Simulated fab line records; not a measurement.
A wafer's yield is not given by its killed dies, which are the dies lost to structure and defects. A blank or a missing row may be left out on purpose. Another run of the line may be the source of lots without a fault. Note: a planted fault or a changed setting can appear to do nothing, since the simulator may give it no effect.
The tool behind it: which one? / flow sky130 / 6 lots, 18 wafers sampled, at 2 steps of a route of 708

## WHAT THE GAUGES READ, wafer by wafer
SKY_METAL4_OVL_MEAS_14.
lot=L163; measured=day 41 18:10; on=overlay-01; METAL4_OVL (nm)=7 6 2
lot=L166; measured=day 42 23:20; on=overlay-01; METAL4_OVL (nm)=4 4 9
lot=L168; measured=day 43 17:03; on=overlay-02; METAL4_OVL (nm)=-5 -8 -10
lot=L180; measured=day 46 12:44; on=overlay-02; METAL4_OVL (nm)=8 2 7
lot=L182; measured=day 47 00:59; on=overlay-02; METAL4_OVL (nm)=-2 -2 6
lot=L184; measured=day 47 12:11; on=overlay-02; METAL4_OVL (nm)=6 -5 4

## EACH LOT AND THE TOOL THAT RAN IT (in order: tool; ch and the chambers of the sampled wafers; start)
lot=L163; SKY_NWELL_STRIP_14=plasma asher-03 ch 0,1, day 4 16:21
lot=L166; SKY_NWELL_STRIP_14=plasma asher-02 ch 0,1, day 5 13:38
lot=L168; SKY_NWELL_STRIP_14=plasma asher-02 ch 0,1, day 6 02:01
lot=L180; SKY_NWELL_STRIP_14=plasma asher-02 ch 0,1, day 8 19:38
lot=L182; SKY_NWELL_STRIP_14=plasma asher-01 ch 0,1, day 9 09:00
lot=L184; SKY_NWELL_STRIP_14=plasma asher-03 ch 0,1, day 9 22:11
- SKY_NWELL_STRIP_14: strips in O2/N2.

## THE ANSWER, worked out from the rows above alone
Rule: what is usual is taken from the lots themselves. Put in order of their means at a reading, lots are off if they are a third of the lots or fewer, leave a main group of 4 or more, and stand apart from it by a gap of 3 or more times the standard deviation of the main group's means; of several such gaps the widest counts. If all means in a main group match to the digits the tables above print for the reading, that group is not used. A lot without any number at a reading at which 4 lots or more have one is off too. The other lots that the step has rows for count as sound.
Off: L168, seen at SKY_METAL4_OVL_MEAS_14 (METAL4_OVL). The main group has a mean of 4 nm with a standard deviation of 2.1.
If a tool, at a process step before that reading, ran all the lots that are off and no sound lot after the first of them, it fits. Those tools and the gauges at SKY_METAL4_OVL_MEAS_14 are tried in the same way. No candidate that was tried fits.

## WHAT THE SIMULATOR HAD INSERTED
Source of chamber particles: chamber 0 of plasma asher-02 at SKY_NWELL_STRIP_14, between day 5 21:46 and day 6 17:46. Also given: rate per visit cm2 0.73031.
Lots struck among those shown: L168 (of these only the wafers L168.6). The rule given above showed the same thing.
